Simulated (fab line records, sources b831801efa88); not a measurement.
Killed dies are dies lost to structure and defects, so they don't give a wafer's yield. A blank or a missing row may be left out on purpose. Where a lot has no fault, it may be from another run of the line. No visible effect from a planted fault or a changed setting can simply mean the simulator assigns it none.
The tool behind it: which one? || flow sky130 || Sampling: 10 lots, 30 wafers, 4 of 708 route steps

== WHAT THE GAUGES SHOWED, per wafer ==
SKY_METAL1_RS_MEAS_05: uses a four-point probe to measure.
{"lot": "L504", "measured": "day 31 20:23", "on": "film_metro-01", "METAL1_ALCU_RS (ohm/sq)": "0.1265 0.1257 0.1265"}
{"lot": "L505", "measured": "day 32 10:02", "on": "film_metro-04", "METAL1_ALCU_RS (ohm/sq)": "0.1264 0.1254 0.1239"}
{"lot": "L506", "measured": "day 33 02:49", "on": "film_metro-02", "METAL1_ALCU_RS (ohm/sq)": "0.1267 0.1251 0.1271"}
{"lot": "L510", "measured": "day 33 20:50", "on": "film_metro-02", "METAL1_ALCU_RS (ohm/sq)": "0.1246 0.1280 0.1250"}
{"lot": "L513", "measured": "day 34 23:35", "on": "film_metro-04", "METAL1_ALCU_RS (ohm/sq)": "0.1246 0.1247 0.1220"}
{"lot": "L512", "measured": "day 35 04:43", "on": "film_metro-02", "METAL1_ALCU_RS (ohm/sq)": "0.1281 0.1248 0.1814"}
{"lot": "L518", "measured": "day 36 11:34", "on": "film_metro-02", "METAL1_ALCU_RS (ohm/sq)": "0.1270 0.1293 0.1277"}
{"lot": "L519", "measured": "day 36 16:42", "on": "film_metro-01", "METAL1_ALCU_RS (ohm/sq)": "0.1279 0.1259 0.1251"}
{"lot": "L522", "measured": "day 38 06:37", "on": "film_metro-02", "METAL1_ALCU_RS (ohm/sq)": "0.1273 0.1282 0.1284"}
{"lot": "L526", "measured": "day 38 20:07", "on": "film_metro-04", "METAL1_ALCU_RS (ohm/sq)": "0.1283 0.1287 0.1296"}

== WHAT TOOL EACH LOT RAN ON (gives the tool, then ch and the chambers of the sampled wafers, and finally the start) ==
{"lot": "L504", "SKY_LOCAL_INTERCONNECT_METAL_ETCH_14": "rie_metal-04 ch 0,1, day 30 14:17", "SKY_METAL1_SPUTTER_02": "pvd_sputter-03, day 31 20:18", "SKY_METAL1_SPUTTER_04": "pvd_sputter-03, day 31 20:20"}
{"lot": "L505", "SKY_LOCAL_INTERCONNECT_METAL_ETCH_14": "rie_metal-04 ch 0,1, day 31 03:09", "SKY_METAL1_SPUTTER_02": "pvd_sputter-03, day 32 09:53", "SKY_METAL1_SPUTTER_04": "pvd_sputter-03, day 32 09:55"}
{"lot": "L506", "SKY_LOCAL_INTERCONNECT_METAL_ETCH_14": "rie_metal-01 ch 0,1, day 31 20:52", "SKY_METAL1_SPUTTER_02": "pvd_sputter-03, day 33 02:43", "SKY_METAL1_SPUTTER_04": "pvd_sputter-03, day 33 02:46"}
{"lot": "L510", "SKY_LOCAL_INTERCONNECT_METAL_ETCH_14": "rie_metal-01 ch 0,1, day 32 15:22", "SKY_METAL1_SPUTTER_02": "pvd_sputter-04, day 33 20:45", "SKY_METAL1_SPUTTER_04": "pvd_sputter-04, day 33 20:47"}
{"lot": "L513", "SKY_LOCAL_INTERCONNECT_METAL_ETCH_14": "rie_metal-01 ch 0,1, day 33 18:34", "SKY_METAL1_SPUTTER_02": "pvd_sputter-03, day 34 23:28", "SKY_METAL1_SPUTTER_04": "pvd_sputter-03, day 34 23:30"}
{"lot": "L512", "SKY_LOCAL_INTERCONNECT_METAL_ETCH_14": "rie_metal-01 ch 0,1, day 33 23:13", "SKY_METAL1_SPUTTER_02": "pvd_sputter-03, day 35 04:34", "SKY_METAL1_SPUTTER_04": "pvd_sputter-03, day 35 04:37"}
{"lot": "L518", "SKY_LOCAL_INTERCONNECT_METAL_ETCH_14": "rie_metal-02 ch 0,1, day 35 05:48", "SKY_METAL1_SPUTTER_02": "pvd_sputter-02, day 36 11:26", "SKY_METAL1_SPUTTER_04": "pvd_sputter-02, day 36 11:28"}
{"lot": "L519", "SKY_LOCAL_INTERCONNECT_METAL_ETCH_14": "rie_metal-04 ch 0,1, day 35 11:50", "SKY_METAL1_SPUTTER_02": "pvd_sputter-04, day 36 16:35", "SKY_METAL1_SPUTTER_04": "pvd_sputter-04, day 36 16:38"}
{"lot": "L522", "SKY_LOCAL_INTERCONNECT_METAL_ETCH_14": "rie_metal-02 ch 0, day 37 00:56", "SKY_METAL1_SPUTTER_02": "pvd_sputter-02, day 38 06:32", "SKY_METAL1_SPUTTER_04": "pvd_sputter-02, day 38 06:34"}
{"lot": "L526", "SKY_LOCAL_INTERCONNECT_METAL_ETCH_14": "rie_metal-01 ch 0,1, day 37 15:26", "SKY_METAL1_SPUTTER_02": "pvd_sputter-02, day 38 20:01", "SKY_METAL1_SPUTTER_04": "pvd_sputter-02, day 38 20:04"}
- SKY_LOCAL_INTERCONNECT_METAL_ETCH_14: etches TiN in Cl2/BCl3, stops on PSG, target depth 110 nm, time 31.4 s.
- SKY_METAL1_SPUTTER_02: material AlCu, target thk 250 nm, time 13.3 s.
- SKY_METAL1_SPUTTER_04: material TiN, target thk 70 nm, time 58.3 s.

== THE ANSWER, worked out from the rows above alone ==
Rule: the usual values come from the lots themselves. The widest of any qualifying gaps counts: lots, ordered by their means at a reading, are off when they make up no more than a third of the lots, leave a main group of 4 or more, and stand apart from it by 3 or more times the standard deviation of that group's means. A main group whose means are all the same, to the digits that the tables above print for the reading, isn't used. Also off: a lot with no number at a reading for which 4 or more lots have one. Where the step has rows for the other lots, those lots are counted as sound.
Off: L512, at SKY_METAL1_RS_MEAS_05 (METAL1_ALCU_RS). The main group has a mean of 0.1265 ohm/sq with a standard deviation of 0.0015.
If a tool, at a process step before that reading, ran all the lots that are off and no sound lot after the first of them, it fits. The gauges at SKY_METAL1_RS_MEAS_05 are tried like those tools. One fits: SKY_METAL1_SPUTTER_02 and SKY_METAL1_SPUTTER_04 on pvd_sputter-03. At SKY_METAL1_SPUTTER_02 its last sound lot is L513 (day 34 23:28), its first lot that is off L512 (day 35 04:34): a fault that began between those two fits.

== WHAT THE SIMULATOR HAD PUT IN ==
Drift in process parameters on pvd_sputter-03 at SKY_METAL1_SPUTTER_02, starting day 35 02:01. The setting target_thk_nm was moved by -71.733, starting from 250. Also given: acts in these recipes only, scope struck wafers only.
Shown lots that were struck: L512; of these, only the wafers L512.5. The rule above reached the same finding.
